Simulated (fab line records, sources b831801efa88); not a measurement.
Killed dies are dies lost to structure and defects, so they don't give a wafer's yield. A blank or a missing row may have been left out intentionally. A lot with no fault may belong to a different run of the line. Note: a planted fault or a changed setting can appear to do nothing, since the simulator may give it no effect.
8D (eight disciplines) problem report, filled in by code -- flow sky130 -- the parts of the form that need people (team, actions taken, sign-off) are left out

== 1. THE PROBLEM ==
Wafers free of any fault read 541 nm (standard deviation 6.7) for PASSIVATION_CVD_02_THK at SKY_PASSIVATION_THK_MEAS_03, against a mean of 604 nm on 6 wafers of 2 lots. That is +9.4 standard deviations from the usual mean.
Seen first at day 46 07:49 on film-metro-01, wafer L958.2. The record has a number at this step for 33 wafers belonging to 11 lots. By rule, "out" or "out of limits" means more than 4 standard deviations away from the usual mean. The rest of the wafers with a number are treated as sound.

== 2. WHAT IT IS, WHAT IT ISN'T ==
question,is,is not
which readings at this step,PASSIVATION_CVD_02_THK,-
which lots,"L958, L961","L950, L951, L953, L955, L956, L959, L963, L970, L971"
which wafers of those lots,all that have a number,-
read on which gauges,"film-metro-01, film-metro-03",film-metro-02
when,from day 46 07:49,"up to then (15 sound wafers); but 12 sound wafers of L959, L963, L970, L971 came after"

== 3. SUSPECTS, AND WHAT RULES EACH OUT ==
Counting: a tool at any process step up to the reading remains a suspect when it ran all the lots that are out and ran no sound lot after the first of those.
- ruled out: the gauge at SKY_PASSIVATION_THK_MEAS_03. 2 gauges (film-metro-01, film-metro-03) read the wafers that are out.
- pecvd-01 at SKY_PASSIVATION_CVD_02 (deposits Si3N4, target thk 540 nm): kept. All lots that are out passed through it, beginning with L958 at day 46 07:35, and no sound lot followed; its final sound lot before that point was L955 at day 45 18:32. Its own readings are out on those wafers: rf-fwd-power-W.
Remaining after the count: pecvd-01 at SKY_PASSIVATION_CVD_02.

== 4. THE CAUSE (what the simulator had put in) ==
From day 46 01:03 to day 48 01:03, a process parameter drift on pecvd-01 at SKY_PASSIVATION_CVD_02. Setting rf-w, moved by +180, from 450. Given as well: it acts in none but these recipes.
This tool alone remained once counting was done.

== 5. THE CHAIN OF EFFECTS, in route order ==
Rows list readings where the struck wafers' mean (over those with a number) sits beyond 3 standard deviations from the usual. Readings are gone through only where the record gives a usual standard deviation; hours: the median, over the lots, of the time from a lot's start at the first step in this table giving one to that lot's start at this step; sigmas: the change measured in usual standard deviations.
hours,step,reading,usual,on struck wafers,change,sigmas
0,SKY_PASSIVATION_CVD_02,rf-fwd-power-W,449.2 W,628.8,+179.6,+99 or more
0,SKY_PASSIVATION_THK_MEAS_03,PASSIVATION_CVD_02_THK,541 nm,604,+63,+9.4
Here are the process steps it includes:
- SKY_PASSIVATION_CVD_02: deposits Si3N4, target thk 540 nm.

== 6. HOW IT WOULD HAVE BEEN CAUGHT EARLIER ==
7 hours passed between the start of the fault at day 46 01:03 and the first reading out of limits at a measuring or inspecting step in this record, taken at day 46 07:49.
The tool's own readings at SKY_PASSIVATION_CVD_02 were out on every struck wafer that the step has a row for (rf-fwd-power-W): an alarm limit on them would have fired on the first of those.
Lots out: 2; of these, L961 started SKY_PASSIVATION_CVD_02 on pecvd-01 after day 46 07:49. Had the tool been put on hold then, it would have been spared.
